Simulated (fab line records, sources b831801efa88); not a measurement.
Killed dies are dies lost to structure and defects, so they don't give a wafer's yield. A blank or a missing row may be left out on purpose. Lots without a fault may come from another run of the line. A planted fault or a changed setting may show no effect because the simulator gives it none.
Problem report in the 8D (eight disciplines) form, filled by code | flow sfq_line | the parts of the form that need people (team, actions taken, sign-off) are left out

1. THE PROBLEM
exposure_dose_mJ_cm2 at SFQ_TRILAYER_I1_VIA_LITHO_EXPOSE_050 reads a mean of 22.483 on 6 wafers of 2 lots; wafers without a fault read 21.300 with a standard deviation of 0.017. That is +70 standard deviations from the usual mean.
The step: exposes mask I1, target cd 500 nm.
First seen on wafer L216.4, day 23 21:23, on krf_scanner-02. The record holds 18 wafers of 6 lots with a number at this step. Rule for "out", or "out of limits": more than 4 standard deviations from the usual mean. The other wafers with a number count as sound.

2. WHAT IT IS AND WHAT IT IS NOT
question                    | is                     | is not
which readings at this step | exposure_dose_mJ_cm2   | -
which lots                  | L216, L217             | L214, L222, L227, L230
which wafers of those lots  | all that have a number | -
read on which tools         | krf_scanner-02         | krf_scanner-01
when                        | from day 23 21:23      | up to then (3 sound wafers); but 9 sound wafers of L222, L227, L230 came after

3. SUSPECTS, AND WHAT RULES EACH OUT
Counting: a tool at a process step up to the reading stays a suspect if it ran every lot that is out and no sound lot after the first of them.
- pecvd-03 at SFQ_TRILAYER_I1_DEP_PECVD_045 (deposits SiO2 from SiH4/N2O, time 111.11 s, target thk 500 nm): ruled out as a lasting fault. Sound lots L227 ran on it after its first lot that is out, L216 (day 18 13:31).
- krf_scanner-02 at SFQ_TRILAYER_I1_VIA_LITHO_EXPOSE_050 (exposes mask I1, target cd 500 nm): kept. It ran every lot that is out, first L216 (day 23 21:23), and no sound lot after that; its last sound lot up to then is L214 (day 23 11:38). Its own readings are out on those wafers: exposure_dose_mJ_cm2.
Left after counting: krf_scanner-02 at SFQ_TRILAYER_I1_VIA_LITHO_EXPOSE_050.

4. THE CAUSE (what the simulator had put in)
Process parameter drift: krf_scanner-02, from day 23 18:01 on, at SFQ_TRILAYER_I1_VIA_LITHO_EXPOSE_050. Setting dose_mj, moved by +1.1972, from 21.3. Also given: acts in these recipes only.
Counting left only this tool.

5. THE CHAIN OF EFFECTS, in route order
Each row: a reading whose mean over the struck wafers that have a number lies more than 3 standard deviations from the usual. Only readings for which the record gives a usual standard deviation are gone through. hours: the time from each lot's start at the first step in this table that gives one to its start at this step, as a median over the lots. sigmas: the change in usual standard deviations.
hours | step                                 | reading              | usual  | on struck wafers | change | sigmas
0     | SFQ_TRILAYER_I1_VIA_LITHO_EXPOSE_050 | exposure_dose_mJ_cm2 | 21.300 | 22.483           | +1.183 | +70
The process steps in it:
- SFQ_TRILAYER_I1_VIA_LITHO_EXPOSE_050: exposes mask I1, target cd 500 nm.
Later measuring or inspecting steps at which every struck wafer that the step has a row for has a number for every such reading, and none has moved that far: SFQ_I1_OVL_MEAS_913.

6. WHAT WOULD HAVE CAUGHT IT SOONER
In this record the first reading out of limits was taken at day 23 21:23, 3 hours after the fault began at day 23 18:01.
